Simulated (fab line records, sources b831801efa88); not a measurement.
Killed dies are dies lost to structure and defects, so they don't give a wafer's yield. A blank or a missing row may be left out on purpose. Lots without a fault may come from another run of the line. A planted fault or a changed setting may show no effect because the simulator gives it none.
fab line records | flow sky130
record lots=7 wafers=21 last_day=51
route steps=708 shown FIELD_ISO@15
lots that met no fault: from a run of the same line without faults
start_h: hours from the record's first day to the start of the lot's first wafer shown | wait_h: hours since the lot's step before | " the same as in the row above | L1.1+2: a row that stands for several wafers | - no value, or no start given | * or withheld: withheld | < > ~ a bound
route shown NAME@n: a module of which the file shows steps, and the number in the route of the first | usual: mean/standard deviation of fault-free wafers | same: alike in all rows | chamber/n: place in a boat | sites: the reading at each site | _std_site: their standard deviation | _edge_site: outer sites' mean less inner sites' | radius_mm: how far each site lies from the wafer's centre | mask NAME#n: copy n | behind: the tool/chamber that last shaped the wafer | hold: why the lot was held/for how many hours/how that ended | device: the transistor (n, p or np) that didn't switch | end of line: the same wafers' tests at the end of the route | a step without rows: its recipe alone | killed: dies lost to structure and defects at the first sort, not the wafer's yield | map: a wafer's dies, x killed, . not, _ none there
set.NAME: the setting as run; set.NAME@STEP: as run at that earlier step | model.NAME: the simulator's own value behind a step, which no gauge read
lots at some steps of the route; a table a step, a row a wafer
services: from which hour (start_h, from the record's first day; less than 0 if before it) a tool's chamber was out of use, for how many hours, and why
## steps
# step SKY_FIELD_ISO_ETCH_14
# recipe chemistry=N2/H2 target=BARC ion_energy_ev=200 source_w=500 bias_w=100 pressure_mtorr=30 n2_flow_sccm=100 h2_flow_sccm=200 stop_on=SiO2 time_s=45.9 target_depth_a=600
# usual drypump_motor_current_A=5.7/0.53 oes_product_au=0.854/0.0048 rf_fwd_power_W=494.7/2.2 throttle_valve_pct=13.224/0.0086
# columns lot.wafer tool chamber start_h wait_h drypump_motor_current_A oes_product_au rf_fwd_power_W rf_hours_counter_h throttle_valve_pct
L996.2 rie_diel-01 0 36.32 0.1 5.9 0.852 493.4 113 13.231
L996.5 " 0 " " 5.9 0.853 492.9 - 13.221
L996.6 " 3 " " 5.3 0.840 495.3 - 13.233
L100.1 rie_diel-03 1 55.54 0.1 5.8 0.859 496.7 9 13.225
L100.2 " 3 " " 5.4 0.853 492.7 150 13.226
L100.3 " 0 " " 5.2 0.843 494.3 0 13.215
L101.1 rie_diel-03 0 60.39 0.1 5.2 0.856 497.1 0 13.228
L101.2 " 2 " " 6.1 0.855 496.9 10 13.238
L101.4 " 1 " " 5.8 0.861 498.8 9 13.201
L102.1 rie_diel-04 1 65.34 0.1 5.9 0.852 500.7 3 13.226
L102.2 " 3 " " 6.3 0.857 492.3 66 13.211
L102.5 " 1 " " 5.9 0.854 499.7 - 13.234
L110.1 rie_diel-01 0 110.54 0.1 5.9 0.853 494.1 115 13.222
L110.4 " 1 " " 6.5 0.857 493.7 79 13.221
L110.5 " 3 " " 5.3 0.855 495.6 - 13.223
L112.3 rie_diel-01 3 119.89 0.1 5.2 0.853 495.4 145 13.230
L112.4 " 2 " " 4.8 0.851 494.1 42 13.236
L112.6 " 3 " " 5.2 0.855 498.2 - 13.222
L118.1 rie_diel-01 1 148.37 0.1 6.6 0.854 494.3 80 13.205
L118.4 " 2 " " 4.8 0.845 493.5 42 13.221
L118.5 " 0 " " 5.9 0.841 491.8 - 13.227
# step SKY_FIELD_ISO_ETCH_15
# recipe chemistry=CHF3/O2 target_depth_nm=180 stop_on=Si source_w=600 bias_w=200 pressure_mtorr=40 chf3_flow_sccm=50 O2_flow_sccm=5 time_s=72
# usual drypump_motor_current_A=5.7/0.53 oes_product_au=0.947/0.0075 rf_fwd_power_W=595.7/2.4 throttle_valve_pct=8.843/0.0099
# columns lot.wafer tool chamber start_h wait_h drypump_motor_current_A oes_product_au rf_fwd_power_W rf_hours_counter_h throttle_valve_pct
L996.2 rie_diel-01 0 36.36 0.0 5.9 0.948 594.2 113 8.846
L996.5 " 0 " " 5.9 0.938 593.8 - 8.846
L996.6 " 3 " " 5.2 0.944 600.0 - 8.831
L100.1 rie_diel-03 1 55.58 0.0 5.8 0.944 597.8 9 8.844
L100.2 " 3 " " 5.4 0.946 594.1 150 8.843
L100.3 " 0 " " 5.2 0.947 592.9 0 8.847
L101.1 rie_diel-03 0 60.43 0.0 5.2 0.944 593.5 0 8.850
L101.2 " 2 " " 6.1 0.940 593.2 10 8.839
L101.4 " 1 " " 5.8 0.942 597.2 9 8.852
L102.1 rie_diel-04 1 65.40 0.0 5.9 0.946 599.1 3 8.839
L102.2 " 3 " " 6.3 0.953 594.2 66 8.852
L102.5 " 1 " " 5.8 0.951 598.5 - 8.844
L110.1 rie_diel-01 0 110.58 0.0 5.9 0.959 596.4 115 8.842
L110.4 " 1 " " 6.6 0.951 593.2 79 8.848
L110.5 " 3 " " 5.3 0.950 597.7 - 8.836
L112.3 rie_diel-01 3 119.93 0.0 5.2 0.937 596.1 146 8.819
L112.4 " 2 " " 4.8 0.939 594.0 42 8.836
L112.6 " 3 " " 5.2 0.939 597.9 - 8.822
L118.1 rie_diel-01 1 148.41 0.0 6.6 0.949 598.2 80 8.849
L118.4 " 2 " " 4.8 0.949 598.3 42 8.821
L118.5 " 0 " " 5.9 0.941 591.3 - 8.832
# step SKY_FIELD_ISO_STRIP_16
# recipe chemistry=O2/N2 power_w=1400 pressure_mtorr=1500 platen_temp_c=withheld o2_flow_sccm=3000 n2_flow_sccm=300 overash_fraction=0.5
# usual drypump_motor_current_A=5.6/0.38 oes_product_au=0.375/0.0043 strip_time_to_endpoint_s=3.485/0.028
# columns lot.wafer tool chamber start_h wait_h drypump_motor_current_A oes_product_au rf_hours_counter_h strip_time_to_endpoint_s
L996.2 plasma_asher-02 0 36.42 0.0 5.7 0.371 24 3.460
L996.5 " 1 " " 6.1 0.378 - 3.461
L996.6 " 0 " " 5.6 0.377 - 3.443
L100.1 plasma_asher-03 0 55.64 0.0 5.3 0.373 32 3.488
L100.2 " 1 " " 5.2 0.378 32 3.514
L100.3 " 0 " " 5.3 0.375 - 3.509
L101.1 plasma_asher-03 1 60.49 0.0 5.2 0.372 32 3.429
L101.2 " 0 " " 5.3 0.378 32 3.486
L101.4 " 0 " " 5.3 0.373 - 3.465
L102.1 plasma_asher-03 0 65.49 0.1 5.3 0.372 33 3.510
L102.2 " 1 " " 5.2 0.374 33 3.483
L102.5 " 0 " " 5.3 0.376 - 3.493
L110.1 plasma_asher-02 0 110.64 0.0 5.6 0.372 31 3.458
L110.4 " 0 " " 5.6 0.374 - 3.476
L110.5 " 0 " " 5.6 0.377 - 3.461
L112.3 plasma_asher-02 0 120.02 0.1 5.6 0.373 - 3.456
L112.4 " 1 " " 6.1 0.363 - 3.501
L112.6 " 1 " " 6.1 0.375 - 3.463
L118.1 plasma_asher-02 1 148.47 0.0 6.1 0.377 35 3.492
L118.4 " 1 " " 6.1 0.379 - 3.506
L118.5 " 0 " " 5.6 0.376 - 3.501
# step SKY_FIELD_ISO_ETCH_17
# recipe target_depth_a=3420 mask_material=Si3N4 chemistry=HBr/Cl2/O2 target=Si taper_deg=5 icp_w=600 bias_w=150 pressure_mtorr=15 HBr_flow_sccm=150 Cl2_flow_sccm=40 O2_flow_sccm=6 time_s=101
# usual drypump_motor_current_A=5.9/0.45 mfc_cl2_sccm=40.02/0.12 oes_product_au=0.996/0.0086 throttle_valve_pct=25.659/0.012
# columns lot.wafer tool chamber start_h wait_h drypump_motor_current_A mfc_cl2_sccm oes_product_au rf_hours_counter_h throttle_valve_pct
L996.2 rie_si-01 1 36.52 0.1 5.9 39.81 0.991 1 25.663
L996.5 " 1 " " 5.9 39.90 0.995 - 25.655
L996.6 " 3 " " 5.7 40.14 0.986 - 25.675
L100.1 rie_si-02 3 55.74 0.1 5.4 39.96 0.985 39 25.651
L100.2 " 1 " " 5.0 39.86 1.004 122 25.662
L100.3 " 0 " " 6.0 40.17 0.998 67 25.666
L101.1 rie_si-01 3 60.59 0.1 5.8 40.07 0.996 154 25.667
L101.2 " 0 " " 6.1 40.13 1.005 137 25.682
L101.4 " 1 " " 5.9 40.06 0.984 1 25.650
L102.1 rie_si-01 0 65.59 0.1 6.2 40.02 0.998 137 25.668
L102.2 " 2 " " 6.5 40.04 0.993 0 25.671
L102.5 " 1 " " 5.9 40.01 0.985 - 25.686
L110.1 rie_si-02 1 110.74 0.1 5.0 40.27 1.005 122 25.661
L110.4 " 2 " " 6.2 40.26 0.995 6 25.653
L110.5 " 2 " " 6.2 40.13 0.989 - 25.673
L112.3 rie_si-02 1 120.09 0.0 5.0 40.08 1.013 122 25.662
L112.4 " 3 " " 5.4 39.83 0.989 40 25.657
L112.6 " 0 " " 6.0 40.17 1.005 - 25.652
L118.1 rie_si-02 1 148.57 0.1 5.0 39.96 0.991 122 25.656
L118.4 " 0 " " 6.0 39.91 0.991 68 25.643
L118.5 " 0 " " 6.0 40.02 0.987 - 25.669
# step SKY_FIELD_ISO_WET_ETCH_18
# recipe chemistry=H3PO4 target_depth_nm=25 temp_c=160 target=Si3N4 time_s=286
# step SKY_FIELD_ISO_CLEAN_19
# recipe chemistry=SC1/SC2 mix=1:4:20 temp_c=70 time_s=150
# step SKY_FIELD_ISO_CLEAN_20
# recipe chemistry=dHF time_s=20 dilution=100:1
# step SKY_FIELD_ISO_WET_ETCH_21
# recipe chemistry=dHF dilution=100:1 target_depth_nm=20 dry=ipa_marangoni target=SiO2 temp_c=25 time_s=400
# step SKY_FIELD_ISO_OXIDATION_22
# recipe temp_c=950 ambient=O2 stabilise_s=600 purge_s=300 target_thk_a=100 ox_time_s=623
# step SKY_FIELD_ISO_THK_MEAS_23
# recipe reads=SiO2_of_FIELD_ISO_OXIDATION_22
# usual FIELD_ISO_OXIDATION_01_THK=10.13/0.18
# columns lot.wafer tool chamber start_h wait_h FIELD_ISO_OXIDATION_01_THK[nm]
L996.2 film_metro-03 - 38.07 0.0 9.83
L996.5 " - " " 10.01
L996.6 " - " " 9.89
L100.1 film_metro-03 - 60.01 0.0 10.30
L100.2 " - " " 10.22
L100.3 " - " " 10.15
L101.1 film_metro-02 - 63.75 0.0 10.01
L101.2 " - " " 10.22
L101.4 " - " " 10.05
L102.1 film_metro-03 - 67.10 0.0 10.05
L102.2 " - " " 10.09
L102.5 " - " " 10.10
L110.1 film_metro-04 - 113.64 0.0 10.45
L110.4 " - " " 10.40
L110.5 " - " " 10.38
L112.3 film_metro-03 - 124.62 0.0 10.05
L112.4 " - " " 10.04
L112.6 " - " " 10.06
L118.1 film_metro-02 - 151.13 0.0 10.33
L118.4 " - " " 10.15
L118.5 " - " " 10.30
# step SKY_FIELD_ISO_CVD_24
# recipe material=SiO2 target_thk_nm=595 temp_c=650 sigma_open_frac=0.3 time_s=99.2 sih4_flow_sccm=60 pressure_mtorr=6
# step SKY_FIELD_ISO_THK_MEAS_25
# recipe reads=SiO2_of_FIELD_ISO_CVD_24
# usual FIELD_ISO_CVD_24_THK=594/6.3
# columns lot.wafer tool chamber start_h wait_h FIELD_ISO_CVD_24_THK[nm]
L996.2 film_metro-03 - 38.20 0.0 601
L996.5 " - " " 601
L996.6 " - " " 586
L100.1 film_metro-03 - 60.15 0.0 595
L100.2 " - " " 590
L100.3 " - " " 593
L101.1 film_metro-03 - 63.88 0.0 599
L101.2 " - " " 606
L101.4 " - " " 608
L102.1 film_metro-02 - 67.23 0.0 593
L102.2 " - " " 587
L102.5 " - " " 594
L110.1 film_metro-04 - 113.77 0.0 590
L110.4 " - " " 582
L110.5 " - " " 588
L112.3 film_metro-02 - 124.75 0.1 597
L112.4 " - " " 594
L112.6 " - " " 591
L118.1 film_metro-02 - 151.30 0.1 599
L118.4 " - " " 600
L118.5 " - " " 595
# step SKY_FIELD_ISO_ANNEAL_26
# recipe temp_c=1000 time_s=1800 ambient=N2
# usual spike_tc_bottom_C=1016.0/1.7 spike_tc_centre_C=1001.2/1.3
# columns lot.wafer tool chamber start_h wait_h spike_tc_bottom_C spike_tc_centre_C
L996.2 furnace-01 0 38.25 0.0 1015.0 1000.1
L996.5 " 0 " " 1016.2 1000.2
L996.6 " 0 " " 1015.9 1002.1
L100.1 furnace-02 - 61.41 1.3 - -
L100.2 " - " " - -
L100.3 " - " " - -
L101.1 furnace-02 - 64.16 0.3 - -
L101.2 " - " " - -
L101.4 " - " " - -
L102.1 furnace-01 - 69.37 2.1 - -
L102.2 " - " " - -
L102.5 " - " " - -
L110.1 furnace-01 0 114.98 1.2 1014.4 1000.8
L110.4 " 0 " " 1013.9 1000.6
L110.5 " 0 " " 1013.6 1000.9
L112.3 furnace-02 0 124.96 0.2 1016.7 1000.9
L112.4 " 0 " " 1017.0 1000.6
L112.6 " 0 " " 1019.2 1000.0
L118.1 furnace-01 0 151.66 0.4 1015.1 1001.3
L118.4 " 0 " " 1014.6 1001.8
L118.5 " 0 " " 1015.4 1002.9
# step SKY_FIELD_ISO_CMP_27
# recipe stop_on=Si3N4 t_overpolish_s=16 down_force_psi=4 platen_rpm=60 target_thk_nm=457.8 pad_velocity_m_s=0.94248
# usual motor_current_A=12.4/1.5 overpolish_run_s=16.000/0.0091 time_to_endpoint_s=113/3.3
# columns lot.wafer tool chamber start_h wait_h motor_current_A overpolish_run_s time_to_endpoint_s
L996.2 cmp-01 0 39.85 0.1 11.7 16.000 106
L996.5 " 2 " " 13.0 15.992 110
L996.6 " 3 " " 12.3 15.992 114
L100.2 cmp-01 0 62.96 0.1 12.0 16.008 105
L100.1 " 1 " " 12.1 16.010 104
L100.3 " 2 " " 11.9 15.993 109
L101.1 cmp-01 1 65.66 0.0 12.0 15.996 107
L101.4 " 2 " " 12.7 15.993 113
L101.2 " 0 " " 11.5 16.014 108
L102.2 cmp-02 2 70.92 0.1 12.0 16.002 119
L102.1 " 0 " " 9.4 16.006 120
L102.5 " 1 " " 12.8 16.019 118
L110.1 cmp-02 0 116.53 0.1 9.2 15.991 118
L110.4 " 1 " " 13.0 16.007 115
L110.5 " 0 " " 9.0 16.000 117
L112.4 cmp-01 3 126.51 0.1 12.8 15.988 116
L112.3 " 1 " " 12.0 15.990 111
L112.6 " 2 " " 12.6 15.984 111
L118.1 cmp-02 2 153.16 0.0 11.8 16.009 110
L118.4 " 0 " " 9.2 16.018 114
L118.5 " 3 " " 15.5 15.986 112
## services
# columns tool chamber start_h hours kind
cmp-02 - 13.45 9.1 pm
furnace-01 - 16.63 4.7 pm
rie_si-02 - 20.18 0.3 repair
rie_si-02 - 22.86 14.6 pm
rie_diel-03 0 23.55 - clean
rie_diel-03 - 39.50 0.7 repair
plasma_asher-03 - 43.39 1.1 repair
furnace-02 - 51.59 7.2 pm
rie_diel-01 2 52.04 8.0 repair
rie_diel-04 0 61.51 17.6 repair
cmp-02 - 64.00 4.0 pm
furnace-02 - 68.45 3.3 pm
rie_diel-01 1 88.43 3.8 repair
rie_si-01 0 97.13 9.7 repair
cmp-01 - 97.74 0.3 repair
rie_diel-03 2 100.54 10.5 repair
plasma_asher-03 - 108.75 9.0 pm
rie_diel-01 - 112.99 2.8 pm
rie_diel-04 2 116.11 15.8 repair
plasma_asher-02 - 123.05 1.7 repair
rie_si-02 3 123.11 14.1 repair
plasma_asher-02 - 125.45 3.9 repair
rie_diel-03 0 129.60 4.4 repair
furnace-01 - 144.69 3.8 pm
## key
first_sign step=SKY_FIELD_ISO_ANNEAL_26 reading=tool_record direction=missing
effect none on later readings
met_at SKY_FIELD_ISO_ANNEAL_26
struck_wafers L100.1,L100.2,L100.3,L101.1,L101.2,L101.4,L102.1,L102.2,L102.5
later_rows_left_out L100.1,L100.2,L100.3,L101.1,L101.2,L101.4,L102.1,L102.2,L102.5
sort_left_out L100.1,L100.2,L100.3,L101.1,L101.2,L101.4,L102.1,L102.2,L102.5
tester_left_out L100,L101,L102
onset_between 38.25 61.41
fault kind=skipped_step_whole tool=furnace-01,furnace-02 chamber=- onset_h=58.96 steps=SKY_FIELD_ISO_ANNEAL_26 scope=struck_lots_only
# tester_left_out: of these lots the tester's yield and bins aren't shown, on N5 and GAA mostly nor the transistor test; their killed dies are dies lost to structure and defects alone, not to doping, threshold or leakage, so they don't give the yield
# sort_left_out: the simulated sort isn't trusted on such a fault, so these wafers' sort isn't shown, and their yield isn't known
# later_rows_left_out: the simulator's readings of these wafers behind a module that went badly wrong aren't trusted and aren't shown, but for the sort
